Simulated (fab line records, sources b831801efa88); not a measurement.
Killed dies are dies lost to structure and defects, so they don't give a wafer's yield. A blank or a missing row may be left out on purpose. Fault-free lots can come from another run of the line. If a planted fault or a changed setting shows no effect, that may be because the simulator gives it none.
Lot-split experiment || flow sky130 || 23 wafers read across 5 lots, on a route 708 steps long

== SPLIT DETAILS ==
At SKY_VIA3_COAT_06 (resist thk 60 nm), the setting resist thk nm was moved away from the recipe's 60 nm on 8 of the 23 wafers read, by -5.6% to +4.7%. All remaining wafers had this setting at the recipe value.

== FROM THE SPLIT TO THE READING: what the file shows between them, 3 steps ==
- SKY_VIA3_COAT_07: resist thk 450 nm (also split here: spin rpm)
- SKY_VIA3_SOFTBAKE_08: time 90 s
- SKY_VIA3_EXPOSE_09: exposes mask VIM3, target cd 200 nm

== THE READING ==
oes product au, in a.u., at SKY_VIA3_ETCH_14 (etches BARC in N2/H2, stops on SiO2, time 45.9 s, target depth 60 nm). A value of 0.856 a.u. with a standard deviation of 0.0038 a.u. is what fault-free wafers of this fab line usually give.

{"wafer": "L074.1", "tool, chamber at the split": "litho track-01, 0", "resist thk nm as run, nm": 57.02, "against the recipe": "-5.0%", "oes product au, a.u.": 0.840, "against lot-mates on the recipe": -0.018}
{"wafer": "L074.2", "tool, chamber at the split": "litho track-01, 0", "resist thk nm as run, nm": 57.02, "against the recipe": "-5.0%", "oes product au, a.u.": 0.832, "against lot-mates on the recipe": -0.026}
{"wafer": "L074.4", "tool, chamber at the split": "litho track-01, 0", "resist thk nm as run, nm": 57.02, "against the recipe": "-5.0%", "oes product au, a.u.": 0.831, "against lot-mates on the recipe": -0.027}
{"wafer": "L074.5", "tool, chamber at the split": "litho track-01, 0", "resist thk nm as run, nm": 60, "against the recipe": "recipe", "oes product au, a.u.": 0.861, "against lot-mates on the recipe": "-"}
{"wafer": "L074.6", "tool, chamber at the split": "litho track-01, 0", "resist thk nm as run, nm": 60, "against the recipe": "recipe", "oes product au, a.u.": 0.855, "against lot-mates on the recipe": "-"}
{"wafer": "L076.1", "tool, chamber at the split": "litho track-03, 0", "resist thk nm as run, nm": 62.84, "against the recipe": "+4.7%", "oes product au, a.u.": 0.881, "against lot-mates on the recipe": "+0.027"}
{"wafer": "L076.2", "tool, chamber at the split": "litho track-03, 0", "resist thk nm as run, nm": 60, "against the recipe": "recipe", "oes product au, a.u.": 0.852, "against lot-mates on the recipe": "-"}
{"wafer": "L076.3", "tool, chamber at the split": "litho track-03, 0", "resist thk nm as run, nm": 60, "against the recipe": "recipe", "oes product au, a.u.": 0.854, "against lot-mates on the recipe": "-"}
{"wafer": "L076.4", "tool, chamber at the split": "litho track-03, 0", "resist thk nm as run, nm": 62.84, "against the recipe": "+4.7%", "oes product au, a.u.": 0.872, "against lot-mates on the recipe": "+0.018"}
{"wafer": "L076.5", "tool, chamber at the split": "litho track-03, 0", "resist thk nm as run, nm": 60, "against the recipe": "recipe", "oes product au, a.u.": 0.856, "against lot-mates on the recipe": "-"}
{"wafer": "L083.1", "tool, chamber at the split": "litho track-02, 0", "resist thk nm as run, nm": 60, "against the recipe": "recipe", "oes product au, a.u.": 0.856, "against lot-mates on the recipe": "-"}
{"wafer": "L083.2", "tool, chamber at the split": "litho track-02, 0", "resist thk nm as run, nm": 56.63, "against the recipe": "-5.6%", "oes product au, a.u.": 0.828, "against lot-mates on the recipe": -0.028}
{"wafer": "L083.3", "tool, chamber at the split": "litho track-02, 0", "resist thk nm as run, nm": 60, "against the recipe": "recipe", "oes product au, a.u.": 0.856, "against lot-mates on the recipe": "-"}
{"wafer": "L083.4", "tool, chamber at the split": "litho track-02, 0", "resist thk nm as run, nm": 56.63, "against the recipe": "-5.6%", "oes product au, a.u.": 0.831, "against lot-mates on the recipe": -0.025}
{"wafer": "L083.6", "tool, chamber at the split": "litho track-02, 0", "resist thk nm as run, nm": 56.63, "against the recipe": "-5.6%", "oes product au, a.u.": 0.823, "against lot-mates on the recipe": -0.033}
{"wafer": "L080.1", "tool, chamber at the split": "litho track-03, 0", "resist thk nm as run, nm": 60, "against the recipe": "recipe", "oes product au, a.u.": 0.859, "against lot-mates on the recipe": "-"}
{"wafer": "L080.2", "tool, chamber at the split": "litho track-03, 0", "resist thk nm as run, nm": 60, "against the recipe": "recipe", "oes product au, a.u.": 0.859, "against lot-mates on the recipe": "-"}
{"wafer": "L080.3", "tool, chamber at the split": "litho track-03, 0", "resist thk nm as run, nm": 60, "against the recipe": "recipe", "oes product au, a.u.": 0.849, "against lot-mates on the recipe": "-"}
{"wafer": "L085.1", "tool, chamber at the split": "litho track-03, 0", "resist thk nm as run, nm": 60, "against the recipe": "recipe", "oes product au, a.u.": 0.857, "against lot-mates on the recipe": "-"}
{"wafer": "L085.2", "tool, chamber at the split": "litho track-03, 0", "resist thk nm as run, nm": 60, "against the recipe": "recipe", "oes product au, a.u.": 0.854, "against lot-mates on the recipe": "-"}
{"wafer": "L085.3", "tool, chamber at the split": "litho track-03, 0", "resist thk nm as run, nm": 60, "against the recipe": "recipe", "oes product au, a.u.": 0.851, "against lot-mates on the recipe": "-"}
{"wafer": "L085.4", "tool, chamber at the split": "litho track-03, 0", "resist thk nm as run, nm": 60, "against the recipe": "recipe", "oes product au, a.u.": 0.857, "against lot-mates on the recipe": "-"}
{"wafer": "L085.5", "tool, chamber at the split": "litho track-03, 0", "resist thk nm as run, nm": 60, "against the recipe": "recipe", "oes product au, a.u.": 0.849, "against lot-mates on the recipe": "-"}

THE FIT
A straight line over all 23 wafers: oes product au changes by +0.00458 a.u. for each +1% of resist thk nm; r = +0.96; the points scatter about the line by 0.0039 a.u.
The same after taking each lot's own level away (the mean of its wafers on the recipe; 23 wafers): +0.0049 a.u. for each +1%; r = +0.97; scatter 0.0036 a.u.
The reading moves by 0.028 a.u. for the largest change in resist thk nm, on that fit.
From 0.8536 to 0.8580 a.u.: that is the span of the lots' own levels, equal to 1.2 times the standard deviation above.
Consequently the slope shifts little with the lot-to-lot level, the two slopes agreeing.
Check: with one of the wafers moved furthest among these (-5.6%) left out of the fit, the line predicts -0.0276 a.u. for it against its lot-mates. Against them it came out at -0.028 a.u.

== THESE WAFERS: OTHER SPLITS ==
Note: prior to the reading, these wafers also went through further splits. Each is held against what the fit with the lots' levels taken away leaves over:
{"other split on the same wafers": "SKY_METAL3_DEVELOP_12 develop time s", "wafers away from the commonest value": 8, "r with oes product au (lot level and that fit taken away)": "+0.00"}
{"other split on the same wafers": "SKY_VIA3_COAT_07 spin rpm", "wafers away from the commonest value": 7, "r with oes product au (lot level and that fit taken away)": "+0.04"}

== FILE'S OWN FIT ==
oes product au changes by +0.00489 a.u. for each +1% of resist thk nm, r = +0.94.
